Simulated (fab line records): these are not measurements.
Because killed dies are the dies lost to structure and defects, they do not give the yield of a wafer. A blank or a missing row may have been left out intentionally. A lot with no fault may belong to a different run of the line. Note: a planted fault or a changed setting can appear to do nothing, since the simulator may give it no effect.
fab line records + flow sky130
record:
- lots: 5
- wafers: 15
- last-day: 50
route steps=708 shown SD_N@347 SD_P@359 RES_XHIGH@360 SALICIDE@361 LI_CONTACT@362
lots untouched by any fault: they come from a run of this same line in which no faults occurred
start-h: hours from the record's opening day to when the first of the lot's shown wafers began + wait-h: hours from the lot's prior step to this one + " same as the row above + L1.1+2: a single row standing in for several wafers + - no value present, or no start provided + * or withheld: withheld + < > ~ a bound
route shown NAME@n: names a module that has steps shown in the file, with the first one's number in the route + usual: mean/standard deviation of fault-free wafers + same: alike in all rows + chamber/n: place in a boat + sites: the reading at each site + _std_site: the standard deviation of these + _edge_site: mean of outer sites minus mean of inner sites + radius-mm: how far each site lies from the wafer's centre + mask NAME#n: copy n + behind: the tool/chamber that last shaped the wafer + hold: why the lot went on hold/how many hours it stayed there/how the hold came to an end + device: the n, p or np transistor that did not switch + end of line: the tests these same wafers got at the end of their route + step lacking rows: just its recipe + killed: not the wafer's yield, but the dies lost to structure and defects at the first sort + map: a wafer's dies, x killed, . not, _ none there
set.NAME: the setting that was run; set.NAME@STEP: the one run at that earlier step + model.NAME: the simulator's own value behind a step, which no gauge read
lots seen at some steps along the route; tables by step, rows by wafer
services: the hour from which a tool's chamber was out of use, counted from the record's first day as start-h (under 0 if before that day), plus the number of hours and why
== steps ==
step: SKY_SD_N_PEB_05
recipe:
- temp-c: withheld
- time-s: *
- resist: NOVOLAK
usual:
- exhaust-pa: 44.9/0.83
| lot.wafer | tool           | chamber | start-h | wait-h | exhaust-pa |
|-----------|----------------|---------|---------|--------|------------|
| L076.2    | litho-track-04 | 0       | -       | -      | 42.7       |
| L076.3    | "              | 0       | "       | "      | 44.8       |
| L076.5    | "              | 0       | "       | "      | 44.1       |
| L084.1    | litho-track-04 | 0       | -       | -      | 43.0       |
| L084.3    | "              | 0       | "       | "      | 45.3       |
| L084.6    | "              | 0       | "       | "      | 43.5       |
| L089.1    | litho-track-04 | 0       | -       | -      | 46.4       |
| L089.2    | "              | 0       | "       | "      | 46.2       |
| L089.3    | "              | 0       | "       | "      | 44.9       |
| L094.3    | litho-track-04 | 0       | -       | -      | 45.4       |
| L094.4    | "              | 0       | "       | "      | 46.8       |
| L094.6    | "              | 0       | "       | "      | 46.0       |
| L096.1    | litho-track-01 | 0       | -       | -      | 43.7       |
| L096.4    | "              | 0       | "       | "      | 44.4       |
| L096.5    | "              | 0       | "       | "      | 45.0       |
step: SKY_SD_N_DEVELOP_06
recipe:
- resist: NOVOLAK
- developer: TMAH
- develop-time-s: 60
- dev-temp-c: 23
usual:
- exhaust-pa: 45.3/0.95
| lot.wafer | tool           | chamber | start-h | wait-h | exhaust-pa |
|-----------|----------------|---------|---------|--------|------------|
| L076.2    | litho-track-04 | 0       | 674.42  | 0.1    | 46.5       |
| L076.3    | "              | 0       | "       | "      | 44.4       |
| L076.5    | "              | 0       | "       | "      | 45.7       |
| L084.1    | litho-track-04 | 0       | 727.24  | 0.1    | 44.9       |
| L084.3    | "              | 0       | "       | "      | 44.1       |
| L084.6    | "              | 0       | "       | "      | 45.0       |
| L089.1    | litho-track-04 | 0       | 763.39  | 0.1    | 46.3       |
| L089.2    | "              | 0       | "       | "      | 45.5       |
| L089.3    | "              | 0       | "       | "      | 47.2       |
| L094.3    | litho-track-04 | 0       | 805.94  | 0.1    | 45.7       |
| L094.4    | "              | 0       | "       | "      | 45.8       |
| L094.6    | "              | 0       | "       | "      | 44.6       |
| L096.1    | litho-track-01 | 0       | 832.43  | 0.1    | 43.7       |
| L096.4    | "              | 0       | "       | "      | 45.0       |
| L096.5    | "              | 0       | "       | "      | 43.8       |
step: SKY_SD_N_CD_MEAS_07
recipe:
- target-cd-nm: 380
usual:
- cd-nm: 379.1/2.2
| lot.wafer | tool      | chamber | start-h | wait-h | cd-nm |
|-----------|-----------|---------|---------|--------|-------|
| L076.2    | cd-sem-02 | -       | 674.56  | 0.1    | 378.4 |
| L076.3    | "         | -       | "       | "      | 379.0 |
| L076.5    | "         | -       | "       | "      | 379.5 |
| L084.1    | cd-sem-01 | -       | 727.39  | 0.1    | 379.4 |
| L084.3    | "         | -       | "       | "      | 380.8 |
| L084.6    | "         | -       | "       | "      | 379.3 |
| L089.1    | cd-sem-02 | -       | 763.54  | 0.1    | 375.1 |
| L089.2    | "         | -       | "       | "      | 374.7 |
| L089.3    | "         | -       | "       | "      | 375.8 |
| L094.3    | cd-sem-01 | -       | 806.08  | 0.1    | 378.9 |
| L094.4    | "         | -       | "       | "      | 380.4 |
| L094.6    | "         | -       | "       | "      | 381.6 |
| L096.1    | cd-sem-02 | -       | 832.58  | 0.1    | 379.6 |
| L096.4    | "         | -       | "       | "      | 379.8 |
| L096.5    | "         | -       | "       | "      | 376.3 |
step: SKY_SD_N_OVL_MEAS_08
usual:
- SD_N_OVL: 0.3/1.4
| lot.wafer | tool       | chamber | start-h | wait-h | SD_N_OVL[nm] |
|-----------|------------|---------|---------|--------|--------------|
| L076.2    | overlay-01 | -       | 674.67  | 0.1    | 1.6          |
| L076.3    | "          | -       | "       | "      | 2.1          |
| L076.5    | "          | -       | "       | "      | 1.2          |
| L084.1    | overlay-02 | -       | 727.51  | 0.1    | 2.3          |
| L084.3    | "          | -       | "       | "      | -0.3         |
| L084.6    | "          | -       | "       | "      | 0.3          |
| L089.1    | overlay-02 | -       | 763.66  | 0.1    | -0.1         |
| L089.2    | "          | -       | "       | "      | 0.4          |
| L089.3    | "          | -       | "       | "      | -0.6         |
| L094.3    | overlay-01 | -       | 806.17  | 0.1    | 0.5          |
| L094.4    | "          | -       | "       | "      | 0.8          |
| L094.6    | "          | -       | "       | "      | -0.5         |
| L096.1    | overlay-01 | -       | 832.70  | 0.1    | -1.4         |
| L096.4    | "          | -       | "       | "      | -1.0         |
| L096.5    | "          | -       | "       | "      | -3.2         |
step: SKY_SD_N_IMPLANT_09
recipe:
- species: As
- energy-kev: 50
- dose-cm2: 4e+15
- tilt-deg: 0
| lot.wafer  | tool         | chamber | start-h | wait-h |
|------------|--------------|---------|---------|--------|
| L076.2+3+5 | implanter-04 | 0       | 674.72  | 0.0    |
| L084.1+3+6 | implanter-04 | 0       | 727.55  | 0.0    |
| L089.1+2+3 | implanter-02 | 0       | 763.70  | 0.0    |
| L094.3+4+6 | implanter-04 | 0       | 806.25  | 0.1    |
| L096.1+4+5 | implanter-01 | 0       | 832.74  | 0.0    |
step: SKY_SD_N_IMPLANT_10
recipe:
- species: P
- energy-kev: 20
- dose-cm2: 1e+14
- tilt-deg: 0
| lot.wafer  | tool         | chamber | start-h | wait-h |
|------------|--------------|---------|---------|--------|
| L076.2+3+5 | implanter-04 | 0       | 674.87  | 0.1    |
| L084.1+3+6 | implanter-04 | 0       | 727.70  | 0.1    |
| L089.1+2+3 | implanter-02 | 0       | 763.85  | 0.1    |
| L094.3+4+6 | implanter-04 | 0       | 806.40  | 0.1    |
| L096.1+4+5 | implanter-01 | 0       | 832.89  | 0.1    |
step: SKY_SD_N_STRIP_11
recipe:
- chemistry: O2/N2
- power-w: 1400
- pressure-mtorr: 1500
- platen-temp-c: withheld
- o2-flow-sccm: 3000
- n2-flow-sccm: 300
- overash-fraction: 0.5
usual:
- drypump-motor-current-A: 5.9/0.3
- o2-flow-sccm: 2999/9
- oes-product-au: 0.527/0.0047
- strip-time-to-endpoint-s: 22.56/0.042
| lot.wafer | tool            | chamber | start-h | wait-h | drypump-motor-current-A | o2-flow-sccm | oes-product-au | rf-hours-counter-h | strip-time-to-endpoint-s |
|-----------|-----------------|---------|---------|--------|-------------------------|--------------|----------------|--------------------|--------------------------|
| L076.2    | plasma-asher-02 | 1       | 675.00  | 0.1    | 6.2                     | 3012         | 0.533          | 101                | 22.62                    |
| L076.3    | "               | 1       | "       | "      | 6.3                     | 3019         | 0.525          | -                  | 22.63                    |
| L076.5    | "               | 1       | "       | "      | 6.2                     | 3012         | 0.529          | -                  | 22.56                    |
| L084.1    | plasma-asher-03 | 0       | 727.85  | 0.1    | 6.1                     | 3008         | 0.529          | 29                 | 22.50                    |
| L084.3    | "               | 1       | "       | "      | 5.4                     | 3000         | 0.522          | -                  | 22.50                    |
| L084.6    | "               | 1       | "       | "      | 5.4                     | 3000         | 0.534          | -                  | 22.46                    |
| L089.1    | plasma-asher-03 | 0       | 764.00  | 0.1    | 6.1                     | 3005         | 0.530          | 33                 | 22.61                    |
| L089.2    | "               | 1       | "       | "      | 5.4                     | 2981         | 0.536          | 33                 | 22.54                    |
| L089.3    | "               | 1       | "       | "      | 5.4                     | 2977         | 0.524          | -                  | 22.55                    |
| L094.3    | plasma-asher-04 | 1       | 806.53  | 0.1    | 6.1                     | 2996         | 0.528          | -                  | 22.50                    |
| L094.4    | "               | 0       | "       | "      | 5.6                     | 2992         | 0.523          | -                  | 22.57                    |
| L094.6    | "               | 1       | "       | "      | 6.1                     | 3004         | 0.520          | -                  | 22.57                    |
| L096.1    | plasma-asher-03 | 1       | 833.04  | 0.1    | 5.4                     | 3005         | 0.529          | 40                 | 22.52                    |
| L096.4    | "               | 1       | "       | "      | 5.4                     | 2993         | 0.529          | -                  | 22.50                    |
| L096.5    | "               | 1       | "       | "      | 5.4                     | 3000         | 0.525          | -                  | 22.56                    |
step: SKY_SD_N_TW_MEAS_12
usual:
- SD_N_TW: 4014/39
| lot.wafer | tool          | chamber | start-h | wait-h | SD_N_TW |
|-----------|---------------|---------|---------|--------|---------|
| L076.2    | film-metro-04 | -       | 675.11  | 0.1    | 3980    |
| L076.3    | "             | -       | "       | "      | 3992    |
| L076.5    | "             | -       | "       | "      | 4027    |
| L084.1    | film-metro-03 | -       | 727.95  | 0.1    | 3935    |
| L084.3    | "             | -       | "       | "      | 3925    |
| L084.6    | "             | -       | "       | "      | 3957    |
| L089.1    | film-metro-03 | -       | 764.10  | 0.1    | 3985    |
| L089.2    | "             | -       | "       | "      | 3987    |
| L089.3    | "             | -       | "       | "      | 3986    |
| L094.3    | film-metro-03 | -       | 806.62  | 0.1    | 3958    |
| L094.4    | "             | -       | "       | "      | 3953    |
| L094.6    | "             | -       | "       | "      | 3963    |
| L096.1    | film-metro-02 | -       | 833.14  | 0.1    | 4081    |
| L096.4    | "             | -       | "       | "      | 4091    |
| L096.5    | "             | -       | "       | "      | 4072    |
step: SKY_SD_N_CLEAN_13
recipe:
- chemistry: SC1/SC2
- mix: 1:4:20
- temp-c: 70
- time-s: 150
- dry: n2-spin
| lot.wafer  | tool         | chamber | start-h | wait-h |
|------------|--------------|---------|---------|--------|
| L076.2+3+5 | wet-bench-04 | 3       | 675.16  | 0.0    |
| L084.1+3+6 | wet-bench-01 | 1       | 728.07  | 0.1    |
| L089.1+2+3 | wet-bench-04 | 1       | 764.16  | 0.1    |
| L094.3+4+6 | wet-bench-02 | 2       | 806.66  | 0.0    |
| L096.1+4+5 | wet-bench-02 | 2       | 833.20  | 0.1    |
step: SKY_SD_N_RTA_14
recipe:
- temp-c: 1075
- time-s: 2
- idle-temp-c: 650
- ramp-up-c-per-s: 150
- ramp-down-c-per-s: 90
- ambient: N2
usual:
- chamber-o2-ppm: 2.000/0.022
- lamp-power-pct: 15.73/0.054
- ramp-up-c-per-s: 150.00/0.028
- wafer_temp_C_max: 1078.1/1.2
| lot.wafer | tool          | chamber | start-h | wait-h | chamber-o2-ppm | lamp-power-pct | ramp-up-c-per-s | wafer_temp_C_max |
|-----------|---------------|---------|---------|--------|----------------|----------------|-----------------|------------------|
| L076.2    | rtp-anneal-01 | 0       | 675.22  | 0.0    | 1.979          | 15.80          | 150.04          | 1078.9           |
| L076.3    | "             | 0       | "       | "      | 1.986          | 15.67          | 150.00          | 1077.1           |
| L076.5    | "             | 0       | "       | "      | 1.971          | 15.70          | 150.02          | 1076.1           |
| L084.1    | rtp-anneal-01 | 0       | 728.12  | 0.0    | 1.972          | 15.69          | 150.00          | 1078.7           |
| L084.3    | "             | 0       | "       | "      | 1.985          | 15.77          | 150.05          | 1080.9           |
| L084.6    | "             | 0       | "       | "      | 1.983          | 15.80          | 150.01          | 1080.2           |
| L089.1    | rtp-anneal-01 | 0       | 764.21  | 0.0    | 1.987          | 15.71          | 150.04          | 1078.6           |
| L089.2    | "             | 0       | "       | "      | 1.978          | 15.80          | 149.98          | 1076.8           |
| L089.3    | "             | 0       | "       | "      | 1.985          | 15.81          | 150.00          | 1076.0           |
| L094.3    | rtp-anneal-02 | 0       | 806.73  | 0.0    | 2.034          | 15.73          | 149.98          | 1076.4           |
| L094.4    | "             | 0       | "       | "      | 2.006          | 15.72          | 150.01          | 1077.9           |
| L094.6    | "             | 0       | "       | "      | 2.005          | 15.74          | 150.03          | 1077.3           |
| L096.1    | rtp-anneal-02 | 0       | 833.25  | 0.0    | 1.997          | 15.74          | 150.00          | 1077.0           |
| L096.4    | "             | 0       | "       | "      | 2.042          | 15.66          | 150.00          | 1078.0           |
| L096.5    | "             | 0       | "       | "      | 2.021          | 15.79          | 149.94          | 1077.0           |
step: SKY_SD_N_RS_MEAS_16
recipe:
- thk-meas-gauge: four-point-probe
usual:
- SD_N_RS: 68.52/0.17
| lot.wafer | tool          | chamber | start-h | wait-h | SD_N_RS[ohm/sq] |
|-----------|---------------|---------|---------|--------|-----------------|
| L076.2    | film-metro-02 | -       | 675.40  | 0.1    | 68.67           |
| L076.3    | "             | -       | "       | "      | 68.60           |
| L076.5    | "             | -       | "       | "      | 68.61           |
| L084.1    | film-metro-02 | -       | 728.29  | 0.1    | 68.65           |
| L084.3    | "             | -       | "       | "      | 68.52           |
| L084.6    | "             | -       | "       | "      | 68.65           |
| L089.1    | film-metro-03 | -       | 764.38  | 0.1    | 68.76           |
| L089.2    | "             | -       | "       | "      | 68.55           |
| L089.3    | "             | -       | "       | "      | 68.60           |
| L094.3    | film-metro-02 | -       | 806.92  | 0.1    | 68.65           |
| L094.4    | "             | -       | "       | "      | 68.67           |
| L094.6    | "             | -       | "       | "      | 68.88           |
| L096.1    | film-metro-03 | -       | 833.42  | 0.1    | 68.54           |
| L096.4    | "             | -       | "       | "      | 68.51           |
| L096.5    | "             | -       | "       | "      | 68.58           |
step: SKY_SD_N_RS_MEAS_17
recipe:
- thk-meas-gauge: four-point-probe
usual:
- SD_P_RS: 147.0/0.46
| lot.wafer | tool          | chamber | start-h | wait-h | SD_P_RS[ohm/sq] |
|-----------|---------------|---------|---------|--------|-----------------|
| L076.2    | film-metro-02 | -       | 675.52  | 0.1    | 147.9           |
| L076.3    | "             | -       | "       | "      | 147.5           |
| L076.5    | "             | -       | "       | "      | 147.2           |
| L084.1    | film-metro-02 | -       | 728.41  | 0.1    | 147.1           |
| L084.3    | "             | -       | "       | "      | 146.7           |
| L084.6    | "             | -       | "       | "      | 146.6           |
| L089.1    | film-metro-03 | -       | 764.50  | 0.1    | 147.4           |
| L089.2    | "             | -       | "       | "      | 147.1           |
| L089.3    | "             | -       | "       | "      | 147.2           |
| L094.3    | film-metro-02 | -       | 807.04  | 0.1    | 147.5           |
| L094.4    | "             | -       | "       | "      | 147.4           |
| L094.6    | "             | -       | "       | "      | 147.5           |
| L096.1    | film-metro-03 | -       | 833.54  | 0.1    | 146.9           |
| L096.4    | "             | -       | "       | "      | 147.0           |
| L096.5    | "             | -       | "       | "      | 147.0           |
step: SKY_SD_N_RS_MEAS_18
recipe:
- thk-meas-gauge: four-point-probe
usual:
- RES_XHIGH_RS: 333.2/1.4
| lot.wafer | tool          | chamber | start-h | wait-h | RES_XHIGH_RS[ohm/sq] |
|-----------|---------------|---------|---------|--------|----------------------|
| L076.2    | film-metro-02 | -       | 675.64  | 0.1    | 334.8                |
| L076.3    | "             | -       | "       | "      | 334.7                |
| L076.5    | "             | -       | "       | "      | 334.4                |
| L084.1    | film-metro-02 | -       | 728.53  | 0.1    | 336.3                |
| L084.3    | "             | -       | "       | "      | 335.6                |
| L084.6    | "             | -       | "       | "      | 335.2                |
| L089.1    | film-metro-03 | -       | 764.62  | 0.1    | 332.5                |
| L089.2    | "             | -       | "       | "      | 332.9                |
| L089.3    | "             | -       | "       | "      | 334.5                |
| L094.3    | film-metro-02 | -       | 807.16  | 0.1    | 337.5                |
| L094.4    | "             | -       | "       | "      | 337.2                |
| L094.6    | "             | -       | "       | "      | 336.2                |
| L096.1    | film-metro-03 | -       | 833.66  | 0.1    | 331.7                |
| L096.4    | "             | -       | "       | "      | 331.8                |
| L096.5    | "             | -       | "       | "      | 331.3                |
step: SKY_SALICIDE_CLEAN_00
recipe:
- chemistry: HF-last
- time-s: 30
- dilution: 100:1
- dry: ipa-marangoni
| lot.wafer  | tool         | chamber | start-h | wait-h |
|------------|--------------|---------|---------|--------|
| L076.2+3+5 | wet-bench-02 | 2       | 675.74  | 0.1    |
| L084.1+3+6 | wet-bench-04 | 2       | 728.65  | 0.1    |
| L089.1+2+3 | wet-bench-04 | 2       | 764.74  | 0.1    |
| L094.3+4+6 | wet-bench-02 | 1       | 807.24  | 0.1    |
| L096.1+4+5 | wet-bench-03 | 0       | 833.78  | 0.1    |
step: SKY_LI_CONTACT_HDPCVD_00
recipe:
- material: PSG
- target-thk-nm: 930
- sigma-open-frac: 0.3
- time-s: 155
- temp-c: 600
- sih4-flow-sccm: 60
- pressure-mtorr: 6
| lot.wafer  | tool      | chamber | start-h | wait-h |
|------------|-----------|---------|---------|--------|
| L076.2+3+5 | hdpcvd-02 | 0,2,2   | 675.76  | 0.0    |
| L084.1+3+6 | hdpcvd-02 | 1,2,1   | 728.67  | 0.0    |
| L089.1+2+3 | hdpcvd-01 | 1,2,0   | 764.76  | 0.0    |
| L094.3+4+6 | hdpcvd-02 | 2,1,0   | 807.26  | 0.0    |
| L096.1+4+5 | hdpcvd-02 | 2,2,0   | 833.80  | 0.0    |
step: SKY_LI_CONTACT_THK_MEAS_01
recipe:
- reads: PSG_of_LI_CONTACT_HDPCVD_00
usual:
- LI_CONTACT_HDPCVD_THK: 934/11
| lot.wafer | tool          | chamber | start-h | wait-h | LI_CONTACT_HDPCVD_THK[nm] |
|-----------|---------------|---------|---------|--------|---------------------------|
| L076.2    | film-metro-04 | -       | 675.87  | 0.1    | 933                       |
| L076.3    | "             | -       | "       | "      | 927                       |
| L076.5    | "             | -       | "       | "      | 926                       |
| L084.1    | film-metro-04 | -       | 728.77  | 0.1    | 933                       |
| L084.3    | "             | -       | "       | "      | 933                       |
| L084.6    | "             | -       | "       | "      | 929                       |
| L089.1    | film-metro-04 | -       | 764.87  | 0.1    | 953                       |
| L089.2    | "             | -       | "       | "      | 941                       |
| L089.3    | "             | -       | "       | "      | 941                       |
| L094.3    | film-metro-04 | -       | 807.38  | 0.1    | 930                       |
| L094.4    | "             | -       | "       | "      | 927                       |
| L094.6    | "             | -       | "       | "      | 930                       |
| L096.1    | film-metro-02 | -       | 833.90  | 0.1    | 921                       |
| L096.4    | "             | -       | "       | "      | 923                       |
| L096.5    | "             | -       | "       | "      | 931                       |
step: SKY_LI_CONTACT_CMP_02
recipe:
- material: PSG
- down-force-psi: 4
- platen-rpm: 60
- pad-velocity-m-s: 0.94248
usual:
- motor-current-A: 11.9/1.2
- time-to-endpoint-s: 33/3.1
| lot.wafer | tool   | chamber | start-h | wait-h | motor-current-A | time-to-endpoint-s |
|-----------|--------|---------|---------|--------|-----------------|--------------------|
| L076.2    | cmp-01 | 2       | 675.92  | 0.0    | 10.1            | 29                 |
| L076.3    | "      | 1       | "       | "      | 11.6            | 34                 |
| L076.5    | "      | 3       | "       | "      | 12.6            | 32                 |
| L084.3    | cmp-02 | 1       | 728.88  | 0.1    | 12.0            | 25                 |
| L084.1    | "      | 2       | "       | "      | 12.8            | 32                 |
| L084.6    | "      | 0       | "       | "      | 11.0            | 30                 |
| L089.1    | cmp-02 | 2       | 764.93  | 0.1    | 13.3            | 36                 |
| L089.3    | "      | 0       | "       | "      | 10.5            | 34                 |
| L089.2    | "      | 1       | "       | "      | 11.8            | 30                 |
| L094.4    | cmp-01 | 3       | 807.42  | 0.0    | 12.4            | 37                 |
| L094.3    | "      | 2       | "       | "      | 9.6             | 35                 |
| L094.6    | "      | 3       | "       | "      | 12.3            | 32                 |
| L096.4    | cmp-01 | 0       | 834.01  | 0.1    | 10.7            | 30                 |
| L096.1    | "      | 1       | "       | "      | 11.9            | 36                 |
| L096.5    | "      | 0       | "       | "      | 10.5            | 33                 |
== services ==
| tool            | chamber | start-h | hours | kind   |
|-----------------|---------|---------|-------|--------|
| hdpcvd-02       | -       | 650.75  | 15.0  | pm     |
| plasma-asher-04 | -       | 651.72  | 14.6  | pm     |
| hdpcvd-02       | -       | 665.75  | 2.8   | pm     |
| implanter-02    | -       | 692.66  | 0.6   | repair |
| implanter-02    | -       | 703.57  | 5.1   | repair |
| wet-bench-03    | -       | 706.03  | 1.7   | repair |
| implanter-04    | -       | 719.30  | 4.2   | pm     |
| implanter-01    | -       | 721.27  | 106.0 | repair |
| cmp-02          | -       | 723.92  | 0.7   | repair |
| plasma-asher-04 | -       | 727.28  | 3.2   | repair |
| plasma-asher-02 | -       | 730.24  | 5.4   | repair |
| cmp-02          | -       | 731.34  | 12.4  | pm     |
| implanter-02    | -       | 735.16  | 2.2   | pm     |
| plasma-asher-02 | -       | 735.64  | 9.0   | pm     |
| plasma-asher-04 | -       | 737.59  | 2.2   | repair |
| cmp-01          | -       | 744.29  | 4.0   | pm     |
| cmp-01          | -       | 752.86  | 0.4   | repair |
| plasma-asher-03 | -       | 770.87  | 0.3   | repair |
| implanter-01    | -       | 773.34  | 2.3   | repair |
| cmp-02          | -       | 783.91  | 3.3   | pm     |
| plasma-asher-03 | -       | 786.91  | 4.0   | pm     |
| implanter-02    | -       | 806.93  | 9.7   | repair |
| implanter-01    | -       | 814.16  | 0.5   | repair |
| cmp-02          | -       | 831.39  | 3.8   | repair |
== key ==
fault none
